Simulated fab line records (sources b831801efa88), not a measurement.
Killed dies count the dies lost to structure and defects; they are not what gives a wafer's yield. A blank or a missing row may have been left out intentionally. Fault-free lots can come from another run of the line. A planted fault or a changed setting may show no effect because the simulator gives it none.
fab line records	flow sfq_line
record lots=14	wafers=42	last_day=95
route steps=325 shown I4@173 JJ@179 M5@206
lots that met no fault: taken from a fault-free run of the same line
start_h: the number of hours between the record's first day and the start of the first shown wafer of the lot	wait_h: how many hours have passed since the lot's step before this one	" same as the row above	L1.1+2: a row that stands for several wafers	- no value present, or no start provided	* or withheld: withheld	< > ~ a bound
route shown NAME@n: names a module that has steps shown in the file, with the first one's number in the route	usual: mean and standard deviation over wafers with no fault	same: alike in all rows	chamber/n: place in a boat	sites: per-site readings	_std_site: how widely they spread, as a standard deviation	_edge_site: outer sites' mean less inner sites'	radius_mm: how far each site lies from the wafer's centre	mask NAME#n: copy n	behind: tool/chamber where the wafer was last shaped	hold: why the lot was held/for how many hours/how that ended	device: whichever transistor did not switch (one of n, p or np)	end of line: the route-end tests of the same wafers	where a step has no rows: the recipe by itself	killed: at the first sort, the dies lost to defects and structure; wafer yield is something else	map: a wafer's dies, x killed, . not, _ none there
set.NAME: the run value of the setting; set.NAME@STEP: its run value at that earlier step	model.NAME: the simulator's own value behind a step, which no gauge read
a sample of lots followed through the steps of the route, with each step as a table and each wafer as a row
services: when a tool's chamber went out of use (start_h, in hours from the record's first day, below 0 if earlier), for how many hours, and the reason
## steps
# step SFQ_I4_OVL_MEAS_928
# usual I4_OVL=0/5.5
lot.wafer	tool	chamber	start_h	wait_h	I4_OVL[nm]
L889.3	overlay-02	-	1310.45	0.1	-8
L889.4	"	-	"	"	-7
L889.6	"	-	"	"	-16
L890.1	overlay-02	-	1312.83	0.1	-8
L890.4	"	-	"	"	-3
L890.5	"	-	"	"	-6
L891.1	overlay-02	-	1315.23	0.1	2
L891.4	"	-	"	"	1
L891.6	"	-	"	"	-1
L893.1	overlay-02	-	1323.85	0.1	7
L893.3	"	-	"	"	1
L893.4	"	-	"	"	-3
L894.4	overlay-02	-	1326.05	0.1	10
L894.5	"	-	"	"	8
L894.6	"	-	"	"	6
L896.1	overlay-02	-	1330.83	0.1	-3
L896.4	"	-	"	"	-5
L896.5	"	-	"	"	-1
L898.3	overlay-01	-	1341.65	0.1	-11
L898.4	"	-	"	"	-6
L898.5	"	-	"	"	0
L901.1	overlay-01	-	1346.43	0.1	-1
L901.3	"	-	"	"	-3
L901.4	"	-	"	"	-5
L902.1	overlay-01	-	1348.83	0.1	-4
L902.2	"	-	"	"	0
L902.6	"	-	"	"	0
L903.1	overlay-01	-	1350.03	0.1	-4
L903.2	"	-	"	"	-8
L903.6	"	-	"	"	-6
L905.2	overlay-01	-	1353.64	0.1	0
L905.3	"	-	"	"	6
L905.4	"	-	"	"	7
L907.1	overlay-01	-	1480.51	0.1	6
L907.2	"	-	"	"	-3
L907.5	"	-	"	"	4
L908.2	overlay-01	-	1482.91	0.1	-6
L908.4	"	-	"	"	1
L908.6	"	-	"	"	-1
L910.3	overlay-01	-	1502.12	0.1	6
L910.4	"	-	"	"	10
L910.6	"	-	"	"	4
# step SFQ_TRILAYER_I4_VIA_BARC_OPEN_VIA_ETCH_146
# recipe mask_material=PR	chemistry=O2	target_depth_nm=125	target=BARC	source_w=500	bias_w=80	pressure_mtorr=30	time_s=41.7
# usual drypump_motor_current_A=5.65/0.27	oes_product_au=0.686/0.0044
lot.wafer	tool	chamber	start_h	wait_h	drypump_motor_current_A	oes_product_au	rf_hours_counter_h
L889.3	rie_diel-03	1	1310.47	0.0	5.72	0.688	11
L889.4	"	0	"	"	5.63	0.685	8
L889.6	"	1	"	"	5.73	0.695	-
L890.1	rie_diel-01	2	1312.87	0.0	5.99	0.686	7
L890.4	"	0	"	"	5.40	0.689	9
L890.5	"	1	"	"	5.31	0.691	-
L891.1	rie_diel-03	3	1315.27	0.0	5.93	0.681	2
L891.4	"	0	"	"	5.67	0.690	-
L891.6	"	3	"	"	5.92	0.688	-
L893.1	rie_diel-01	3	1323.89	0.0	5.66	0.685	6
L893.3	"	0	"	"	5.41	0.685	9
L893.4	"	2	"	"	6.00	0.678	7
L894.4	rie_diel-02	2	1326.09	0.0	5.11	0.690	-
L894.5	"	0	"	"	5.66	0.695	-
L894.6	"	1	"	"	5.91	0.686	-
L896.1	rie_diel-01	3	1330.87	0.0	5.66	0.674	6
L896.4	"	2	"	"	6.06	0.689	7
L896.5	"	0	"	"	5.39	0.684	-
L898.3	rie_diel-01	0	1341.67	0.0	5.37	0.680	10
L898.4	"	3	"	"	5.65	0.686	6
L898.5	"	3	"	"	5.67	0.685	-
L901.1	rie_diel-03	2	1346.47	0.0	5.51	0.677	19
L901.3	"	3	"	"	5.92	0.689	3
L901.4	"	1	"	"	5.72	0.693	11
L902.1	rie_diel-01	1	1348.87	0.0	5.26	0.688	10
L902.2	"	3	"	"	5.68	0.687	7
L902.6	"	3	"	"	5.67	0.684	-
L903.1	rie_diel-03	3	1350.07	0.0	5.92	0.680	3
L903.2	"	2	"	"	5.54	0.682	19
L903.6	"	2	"	"	5.53	0.684	-
L905.2	rie_diel-03	2	1353.67	0.0	5.53	0.688	19
L905.3	"	1	"	"	5.74	0.690	-
L905.4	"	2	"	"	5.54	0.684	-
L907.1	rie_diel-01	3	1480.54	0.0	5.65	0.685	9
L907.2	"	1	"	"	5.28	0.692	12
L907.5	"	0	"	"	5.37	0.687	-
L908.2	rie_diel-02	0	1482.94	0.0	5.64	0.688	10
L908.4	"	1	"	"	5.88	0.682	18
L908.6	"	3	"	"	6.01	0.686	-
L910.3	rie_diel-03	0	1502.14	0.0	5.66	0.689	10
L910.4	"	2	"	"	5.53	0.686	21
L910.6	"	1	"	"	5.75	0.681	-
# step SFQ_TRILAYER_JJ_TRILAYER_DEP_SPUTTER_109
# recipe material=Nb	base_pressure_pa=1.33e-06	chamber_pressure_pa=0.1333	substrate_temp_c=20	target_thk_nm=150	power_w=2000	time_s=100
# usual throttle_valve_pct=30.0/1.4
lot.wafer	tool	chamber	start_h	wait_h	throttle_valve_pct
L889.3	pvd_sputter-05	-	1311.43	0.0	31.2
L889.4	"	-	"	"	30.0
L889.6	"	-	"	"	29.8
L890.1	pvd_sputter-06	-	1313.83	0.0	29.1
L890.4	"	-	"	"	29.9
L890.5	"	-	"	"	30.1
L891.1	pvd_sputter-04	-	1316.23	0.0	31.5
L891.4	"	-	"	"	30.9
L891.6	"	-	"	"	31.4
L893.1	pvd_sputter-05	-	1325.45	0.0	30.3
L893.3	"	-	"	"	26.8
L893.4	"	-	"	"	31.4
L894.4	pvd_sputter-04	-	1327.03	0.0	31.2
L894.5	"	-	"	"	31.4
L894.6	"	-	"	"	31.1
L896.1	pvd_sputter-04	-	1332.00	0.0	30.7
L896.4	"	-	"	"	31.3
L896.5	"	-	"	"	31.4
L898.3	pvd_sputter-06	-	1342.80	0.0	27.2
L898.4	"	-	"	"	30.9
L898.5	"	-	"	"	30.9
L901.1	pvd_sputter-04	-	1347.43	0.0	30.9
L901.3	"	-	"	"	31.3
L901.4	"	-	"	"	30.7
L902.1	pvd_sputter-06	-	1349.84	0.0	30.2
L902.2	"	-	"	"	27.0
L902.6	"	-	"	"	29.3
L903.1	pvd_sputter-04	-	1351.64	0.0	30.4
L903.2	"	-	"	"	31.2
L903.6	"	-	"	"	30.9
L905.2	pvd_sputter-05	-	1354.72	0.0	26.7
L905.3	"	-	"	"	30.0
L905.4	"	-	"	"	31.1
L907.1	pvd_sputter-06	-	1481.50	0.0	30.9
L907.2	"	-	"	"	27.1
L907.5	"	-	"	"	29.3
L908.2	pvd_sputter-05	-	1483.92	0.0	30.9
L908.4	"	-	"	"	30.2
L908.6	"	-	"	"	29.8
L910.3	pvd_sputter-04	-	1503.10	0.0	31.2
L910.4	"	-	"	"	31.2
L910.6	"	-	"	"	31.3
# step SFQ_JJ_RS_MEAS_929
# recipe thk_meas_gauge=four-point-probe	reads=Nb_of_TRILAYER_JJ_TRILAYER_DEP_SPUTTER_112
# usual JJ_NB_RS=1.055/0.011
lot.wafer	tool	chamber	start_h	wait_h	JJ_NB_RS[ohm/sq]
L889.3	film_metro-02	-	1312.64	0.1	1.051
L889.4	"	-	"	"	1.040
L889.6	"	-	"	"	1.041
L890.1	film_metro-01	-	1315.00	0.0	1.055
L890.4	"	-	"	"	1.054
L890.5	"	-	"	"	1.047
L891.1	film_metro-01	-	1317.40	0.0	1.075
L891.4	"	-	"	"	1.077
L891.6	"	-	"	"	1.079
L893.1	film_metro-02	-	1326.62	0.0	1.050
L893.3	"	-	"	"	1.032
L893.4	"	-	"	"	1.050
L894.4	film_metro-01	-	1328.26	0.1	1.065
L894.5	"	-	"	"	1.071
L894.6	"	-	"	"	1.062
L896.1	film_metro-02	-	1333.18	0.0	1.079
L896.4	"	-	"	"	1.082
L896.5	"	-	"	"	1.063
L898.3	film_metro-01	-	1344.02	0.1	1.080
L898.4	"	-	"	"	1.051
L898.5	"	-	"	"	1.058
L901.1	film_metro-03	-	1348.60	0.0	1.050
L901.3	"	-	"	"	1.041
L901.4	"	-	"	"	1.051
L902.1	film_metro-01	-	1351.02	0.0	1.058
L902.2	"	-	"	"	1.059
L902.6	"	-	"	"	1.065
L903.1	film_metro-01	-	1352.82	0.0	1.051
L903.2	"	-	"	"	1.048
L903.6	"	-	"	"	1.055
L905.2	film_metro-02	-	1355.91	0.1	1.050
L905.3	"	-	"	"	1.046
L905.4	"	-	"	"	1.058
L907.1	film_metro-03	-	1482.82	0.0	1.050
L907.2	"	-	"	"	1.054
L907.5	"	-	"	"	1.054
L908.2	film_metro-01	-	1485.11	0.1	1.043
L908.4	"	-	"	"	1.039
L908.6	"	-	"	"	1.041
L910.3	film_metro-02	-	1504.31	0.1	1.070
L910.4	"	-	"	"	1.065
L910.6	"	-	"	"	1.068
# step SFQ_TRILAYER_M5_ETCH_METAL_ETCH_126
# recipe target=Nb	stop_on=SiO2	mask_material=PR	over_etch_frac=0.15	time_s=203.2	chemistry=Cl2/BCl3	target_depth_nm=265	icp_w=600	bias_w=80	pressure_mtorr=10
# usual drypump_motor_current_A=5.9/0.36	oes_product_au=0.728/0.0063
lot.wafer	tool	chamber	start_h	wait_h	drypump_motor_current_A	oes_product_au	rf_hours_counter_h
L889.3	rie_metal-04	0	1439.77	0.1	6.2	0.739	-
L889.4	"	1	"	"	6.0	0.738	-
L889.6	"	1	"	"	6.0	0.733	-
L890.1	rie_metal-02	0	1442.11	0.0	5.4	0.725	47
L890.4	"	0	"	"	5.4	0.721	-
L890.5	"	0	"	"	5.4	0.724	-
L891.1	rie_metal-04	1	1444.51	0.0	6.1	0.719	92
L891.4	"	0	"	"	6.2	0.727	-
L891.6	"	0	"	"	6.2	0.718	-
L893.1	rie_metal-04	0	1454.11	0.0	6.3	0.745	61
L893.3	"	1	"	"	6.0	0.736	-
L893.4	"	0	"	"	6.3	0.731	-
L894.4	rie_metal-02	0	1456.57	0.1	5.4	0.723	-
L894.5	"	0	"	"	5.4	0.727	-
L894.6	"	1	"	"	6.2	0.720	-
L896.1	rie_metal-02	0	1473.40	0.0	5.4	0.726	51
L896.4	"	0	"	"	5.4	0.723	-
L896.5	"	1	"	"	6.2	0.734	-
L898.3	rie_metal-02	1	1493.87	0.1	6.3	0.718	-
L898.4	"	0	"	"	5.4	0.721	-
L898.5	"	1	"	"	6.2	0.730	-
L901.1	rie_metal-02	1	1618.24	0.0	6.2	0.682	14
L901.3	"	1	"	"	6.2	0.724	-
L901.4	"	0	"	"	5.4	0.727	-
L902.1	rie_metal-01	0	1620.64	0.0	5.9	0.732	77
L902.2	"	1	"	"	5.5	0.738	96
L902.6	"	1	"	"	5.5	0.724	-
L903.1	rie_metal-02	1	1626.76	0.0	6.2	0.677	15
L903.2	"	0	"	"	5.4	0.737	75
L903.6	"	0	"	"	5.4	0.680	-
L905.2	rie_metal-01	1	1630.36	0.0	5.5	0.727	97
L905.3	"	0	"	"	5.9	0.729	-
L905.4	"	1	"	"	5.5	0.717	-
L907.1	rie_metal-01	1	1734.60	0.0	5.4	0.725	111
L907.2	"	0	"	"	5.8	0.728	91
L907.5	"	0	"	"	5.8	0.733	-
L908.2	rie_metal-04	1	1737.00	0.0	6.1	0.727	121
L908.4	"	1	"	"	6.1	0.721	-
L908.6	"	0	"	"	6.2	0.729	-
L910.3	rie_metal-01	0	1753.86	0.1	5.9	0.717	-
L910.4	"	1	"	"	5.4	0.725	-
L910.6	"	1	"	"	5.4	0.718	-
## services
tool	chamber	start_h	hours	kind
rie_diel-03	1	1311.83	15.0	repair
rie_diel-01	3	1334.08	4.4	repair
rie_diel-03	-	1336.48	0.1	repair
rie_metal-02	-	1337.81	0.5	repair
rie_diel-03	0	1349.88	7.8	repair
rie_diel-03	3	1351.38	19.7	repair
rie_diel-03	3	1406.62	3.9	repair
rie_diel-03	1	1407.61	5.9	repair
rie_diel-03	0	1408.53	5.2	repair
rie_diel-01	2	1410.13	3.8	repair
rie_diel-01	1	1453.42	14.1	repair
pvd_sputter-04	-	1455.75	2.8	repair
rie_diel-03	1	1491.27	6.5	repair
rie_diel-01	1	1493.42	12.5	repair
rie_diel-03	2	1560.16	5.5	repair
rie_diel-01	-	1563.19	1.4	repair
rie_diel-03	1	1617.87	7.2	repair
rie_diel-01	-	1634.24	2.8	pm
rie_diel-01	1	1638.35	20.6	repair
rie_diel-03	2	1650.31	43.5	repair
rie_diel-03	1	1651.54	3.9	repair
rie_diel-03	0	1652.08	14.7	repair
rie_metal-02	1	1724.98	5.9	repair
rie_diel-01	0	1725.24	8.0	repair
## key
first_sign step=SFQ_TRILAYER_M5_ETCH_METAL_ETCH_126	reading=oes_product_au	direction=down	sigmas=7.7	usual=0.728	struck=0.680
effect none on later readings
met_at SFQ_TRILAYER_JJ_TRILAYER_DEP_SPUTTER_109
struck_lots L901,L903
struck_wafers L901.1,L903.1,L903.6
not_acting_at SFQ_I4_OVL_MEAS_928,SFQ_TRILAYER_I4_VIA_BARC_OPEN_VIA_ETCH_146,SFQ_JJ_RS_MEAS_929
onset_between 1332.00 1347.43
fault kind=process_parameter_drift	tool=pvd_sputter-04	chamber=-	onset_h=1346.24	steps=SFQ_TRILAYER_JJ_TRILAYER_DEP_SPUTTER_109	channel=target_thk_nm	offset=-19.354	shape=step	end_h=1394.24	scope=struck_wafers_only	acts_in=these_recipes_only	stated=150
